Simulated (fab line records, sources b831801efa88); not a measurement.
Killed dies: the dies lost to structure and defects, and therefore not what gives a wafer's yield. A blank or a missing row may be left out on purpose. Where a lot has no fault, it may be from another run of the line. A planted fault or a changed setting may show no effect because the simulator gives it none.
What tool caused it? / flow sky130 / Sampling: 11 lots, 33 wafers, 5 of 708 route steps

## WHAT EACH GAUGE READ, for each wafer
SKY_METAL1_RS_MEAS_05: the measuring method here is four-point-probe.
lot=L612; measured=day 31 23:28; on=film-metro-03; METAL1_ALCU_RS (ohm/sq)=0.1251 0.1255 0.1245
lot=L616; measured=day 33 08:59; on=film-metro-04; METAL1_ALCU_RS (ohm/sq)=0.1255 0.1255 0.1266
lot=L617; measured=day 33 21:28; on=film-metro-03; METAL1_ALCU_RS (ohm/sq)=0.1263 0.1275 0.1255
lot=L619; measured=day 34 10:17; on=film-metro-03; METAL1_ALCU_RS (ohm/sq)=0.1280 0.1272 0.1276
lot=L620; measured=day 34 12:43; on=film-metro-04; METAL1_ALCU_RS (ohm/sq)=0.1273 0.1281 0.1276
lot=L621; measured=day 35 02:44; on=film-metro-02; METAL1_ALCU_RS (ohm/sq)=0.1284 0.1295 0.1282
lot=L623; measured=day 35 08:53; on=film-metro-02; METAL1_ALCU_RS (ohm/sq)=0.1286 0.1268 0.1271
lot=L624; measured=day 35 23:30; on=film-metro-04; METAL1_ALCU_RS (ohm/sq)=0.1292 0.1290 0.1289
lot=L625; measured=day 36 01:16; on=film-metro-03; METAL1_ALCU_RS (ohm/sq)=0.1281 0.1283 0.1285
lot=L627; measured=day 37 02:57; on=film-metro-04; METAL1_ALCU_RS (ohm/sq)=0.1303 0.1306 0.1295
lot=L634; measured=day 39 04:52; on=film-metro-02; METAL1_ALCU_RS (ohm/sq)=0.1273 0.1269 0.1277

SKY_METAL2_RS_MEAS_05: the measuring method here is four-point-probe.
lot=L612; measured=day 34 08:14; on=film-metro-02; METAL2_ALCU_RS (ohm/sq)=0.1268 0.1260 0.1273
lot=L616; measured=day 35 16:34; on=film-metro-02; METAL2_ALCU_RS (ohm/sq)=0.1279 0.1266 0.1267
lot=L617; measured=day 36 05:14; on=film-metro-02; METAL2_ALCU_RS (ohm/sq)=0.1270 0.1286 0.1255
lot=L619; measured=day 36 18:52; on=film-metro-03; METAL2_ALCU_RS (ohm/sq)=0.1256 0.1248 0.1254
lot=L620; measured=day 36 21:36; on=film-metro-02; METAL2_ALCU_RS (ohm/sq)=0.1277 0.1283 0.1277
lot=L621; measured=day 37 10:15; on=film-metro-02; METAL2_ALCU_RS (ohm/sq)=0.1245 0.1249 0.1260
lot=L623; measured=day 37 16:08; on=film-metro-03; METAL2_ALCU_RS (ohm/sq)=0.1267 0.1270 0.1261
lot=L624; measured=day 38 05:25; on=film-metro-02; METAL2_ALCU_RS (ohm/sq)=0.1254 0.1260 0.1264
lot=L625; measured=day 38 07:37; on=film-metro-02; METAL2_ALCU_RS (ohm/sq)=0.1266 0.1273 0.1270
lot=L627; measured=day 39 08:59; on=film-metro-03; METAL2_ALCU_RS (ohm/sq)=0.1254 0.1252 0.1262
lot=L634; measured=day 41 07:25; on=film-metro-01; METAL2_ALCU_RS (ohm/sq)=0.1277 0.1272 0.1267

## TOOL THAT RAN EACH LOT (tool first, then ch and the chambers of the sampled wafers, then the start)
lot=L612; SKY_CONTACT_ETCH_18=rie-diel-04 ch 0,1,2, day 31 23:28 or earlier; SKY_VIA1_COAT_06=litho-track-04 ch 0, day 33 16:53; SKY_VIA1_ETCH_14=rie-diel-01 ch 0,1,2, day 34 06:41
lot=L616; SKY_CONTACT_ETCH_18=rie-diel-02 ch 0,3, day 33 08:59 or earlier; SKY_VIA1_COAT_06=litho-track-04 ch 0, day 35 02:10; SKY_VIA1_ETCH_14=rie-diel-01 ch 1,2,3, day 35 15:07
lot=L617; SKY_CONTACT_ETCH_18=rie-diel-02 ch 0,1, day 33 21:28 or earlier; SKY_VIA1_COAT_06=litho-track-03 ch 0, day 35 13:35; SKY_VIA1_ETCH_14=rie-diel-04 ch 1,2, day 36 03:47
lot=L619; SKY_CONTACT_ETCH_18=rie-diel-02 ch 0,3, day 34 10:17 or earlier; SKY_VIA1_COAT_06=litho-track-03 ch 0, day 36 03:56; SKY_VIA1_ETCH_14=rie-diel-01 ch 0,1,2, day 36 17:25
lot=L620; SKY_CONTACT_ETCH_18=rie-diel-04 ch 0,1,3, day 34 12:43 or earlier; SKY_VIA1_COAT_06=litho-track-04 ch 0, day 36 06:38; SKY_VIA1_ETCH_14=rie-diel-03 ch 0,1,3, day 36 20:07
lot=L621; SKY_CONTACT_ETCH_18=rie-diel-02 ch 0,1,2, day 35 02:44 or earlier; SKY_VIA1_COAT_06=litho-track-03 ch 0, day 36 18:49; SKY_VIA1_ETCH_14=rie-diel-03 ch 1,3, day 37 08:47
lot=L623; SKY_CONTACT_ETCH_18=rie-diel-04 ch 0,1,2, day 35 08:53 or earlier; SKY_VIA1_COAT_06=litho-track-04 ch 0, day 37 01:19; SKY_VIA1_ETCH_14=rie-diel-01 ch 0,1,3, day 37 14:31
lot=L624; SKY_CONTACT_ETCH_18=rie-diel-02 ch 0,2,3, day 35 23:30 or earlier; SKY_VIA1_COAT_06=litho-track-03 ch 0, day 37 14:58; SKY_VIA1_ETCH_14=rie-diel-04 ch 0,2, day 38 03:47
lot=L625; SKY_CONTACT_ETCH_18=rie-diel-02 ch 1,2,3, day 36 01:16 or earlier; SKY_VIA1_COAT_06=litho-track-04 ch 0, day 37 16:38; SKY_VIA1_ETCH_14=rie-diel-04 ch 0,2,3, day 38 06:05
lot=L627; SKY_CONTACT_ETCH_18=rie-diel-03 ch 0,1, day 37 02:57 or earlier; SKY_VIA1_COAT_06=litho-track-03 ch 0, day 38 18:10; SKY_VIA1_ETCH_14=rie-diel-03 ch 0,3, day 39 07:29
lot=L634; SKY_CONTACT_ETCH_18=rie-diel-03 ch 1,2, day 39 04:52 or earlier; SKY_VIA1_COAT_06=litho-track-01 ch 0, day 40 18:24; SKY_VIA1_ETCH_14=rie-diel-01 ch 0,2,3, day 41 05:53
- SKY_CONTACT_ETCH_18: etches Si3N4 in CHF3/O2, stops on TiN, time 39 s, target depth 75 nm.
- SKY_VIA1_COAT_06: resist thk 60 nm.
- SKY_VIA1_ETCH_14: etches BARC in N2/H2, stops on SiO2, time 45.9 s, target depth 60 nm.

## AS READ BY THE TOOLS THEMSELVES (means over the sampled wafers that have a number; for cases with no such wafer, the mark the record gives instead)
SKY_CONTACT_ETCH_18.
lot=L612; tool=rie-diel-04; drypump-motor-current-A (A)=5.6; oes-product-au (a.u.)=0.849; throttle-valve-pct (%)=8.790
lot=L616; tool=rie-diel-02; drypump-motor-current-A (A)=6.4; oes-product-au (a.u.)=0.847; throttle-valve-pct (%)=8.793
lot=L617; tool=rie-diel-02; drypump-motor-current-A (A)=6.0; oes-product-au (a.u.)=0.858; throttle-valve-pct (%)=8.803
lot=L619; tool=rie-diel-02; drypump-motor-current-A (A)=6.4; oes-product-au (a.u.)=0.851; throttle-valve-pct (%)=8.789
lot=L620; tool=rie-diel-04; drypump-motor-current-A (A)=5.8; oes-product-au (a.u.)=0.857; throttle-valve-pct (%)=8.806
lot=L621; tool=rie-diel-02; drypump-motor-current-A (A)=5.9; oes-product-au (a.u.)=0.865; throttle-valve-pct (%)=8.803
lot=L623; tool=rie-diel-04; drypump-motor-current-A (A)=5.6; oes-product-au (a.u.)=0.845; throttle-valve-pct (%)=8.798
lot=L624; tool=rie-diel-02; drypump-motor-current-A (A)=6.1; oes-product-au (a.u.)=0.850; throttle-valve-pct (%)=8.795
lot=L625; tool=rie-diel-02; drypump-motor-current-A (A)=6.1; oes-product-au (a.u.)=0.854; throttle-valve-pct (%)=8.794
lot=L627; tool=rie-diel-03; drypump-motor-current-A (A)=5.2; oes-product-au (a.u.)=0.849; throttle-valve-pct (%)=8.796
lot=L634; tool=rie-diel-03; drypump-motor-current-A (A)=5.4; oes-product-au (a.u.)=0.859; throttle-valve-pct (%)=8.799

SKY_VIA1_ETCH_14.
lot=L612; tool=rie-diel-01; drypump-motor-current-A (A)=5.6; n2-flow-sccm (sccm)=99.81; oes-product-au (a.u.)=0.853; throttle-valve-pct (%)=13.219
lot=L616; tool=rie-diel-01; drypump-motor-current-A (A)=5.6; n2-flow-sccm (sccm)=99.87; oes-product-au (a.u.)=0.854; throttle-valve-pct (%)=13.220
lot=L617; tool=rie-diel-04; drypump-motor-current-A (A)=5.2; n2-flow-sccm (sccm)=100.08; oes-product-au (a.u.)=0.853; throttle-valve-pct (%)=13.225
lot=L619; tool=rie-diel-01; drypump-motor-current-A (A)=5.7; n2-flow-sccm (sccm)=99.96; oes-product-au (a.u.)=0.851; throttle-valve-pct (%)=13.213
lot=L620; tool=rie-diel-03; drypump-motor-current-A (A)=5.4; n2-flow-sccm (sccm)=100.26; oes-product-au (a.u.)=0.858; throttle-valve-pct (%)=13.231
lot=L621; tool=rie-diel-03; drypump-motor-current-A (A)=5.1; n2-flow-sccm (sccm)=100.14; oes-product-au (a.u.)=0.852; throttle-valve-pct (%)=13.227
lot=L623; tool=rie-diel-01; drypump-motor-current-A (A)=5.5; n2-flow-sccm (sccm)=99.72; oes-product-au (a.u.)=0.856; throttle-valve-pct (%)=13.220
lot=L624; tool=rie-diel-04; drypump-motor-current-A (A)=5.9; n2-flow-sccm (sccm)=99.69; oes-product-au (a.u.)=0.854; throttle-valve-pct (%)=13.226
lot=L625; tool=rie-diel-04; drypump-motor-current-A (A)=5.7; n2-flow-sccm (sccm)=99.76; oes-product-au (a.u.)=0.854; throttle-valve-pct (%)=13.217
lot=L627; tool=rie-diel-03; drypump-motor-current-A (A)=5.7; n2-flow-sccm (sccm)=100.52; oes-product-au (a.u.)=0.844; throttle-valve-pct (%)=13.217
lot=L634; tool=rie-diel-01; drypump-motor-current-A (A)=5.7; n2-flow-sccm (sccm)=100.20; oes-product-au (a.u.)=0.857; throttle-valve-pct (%)=13.224

## THE ANSWER, worked out from the rows above alone
Rule: usual is defined by the lots themselves. The widest of any qualifying gaps counts: lots, ordered by their means at a reading, are off when they make up no more than a third of the lots, leave a main group of 4 or more, and stand apart from it by 3 or more times the standard deviation of that group's means. If all means in a main group match to the digits the tables above print for the reading, that group is not used. A lot without any number at a reading at which 4 lots or more have one is off too. All remaining lots with rows at the step are treated as sound. After the gauges, taken in route order, come the tools' own readings; for these a lot's mean is taken, as printed above. At the first step where some lot is off, the reading lying furthest off is the one used; lots without a number count as furthest.
Off at SKY_VIA1_ETCH_14 (oes-product-au): L627. For the main group the mean is 0.854 a.u. and the standard deviation 0.0021.
A tool fits if, at that step or a process step before it, it ran every lot that is off, and no sound lot after the first of them. With no start given for some of its lots, SKY_CONTACT_ETCH_18 uses the hours and lot order of SKY_METAL1_RS_MEAS_05. Can't be told from this: 2 tools fit, litho-track-03 at SKY_VIA1_COAT_06, rie-diel-03 at SKY_VIA1_ETCH_14.

## WHAT THE SIMULATOR HAD PUT IN
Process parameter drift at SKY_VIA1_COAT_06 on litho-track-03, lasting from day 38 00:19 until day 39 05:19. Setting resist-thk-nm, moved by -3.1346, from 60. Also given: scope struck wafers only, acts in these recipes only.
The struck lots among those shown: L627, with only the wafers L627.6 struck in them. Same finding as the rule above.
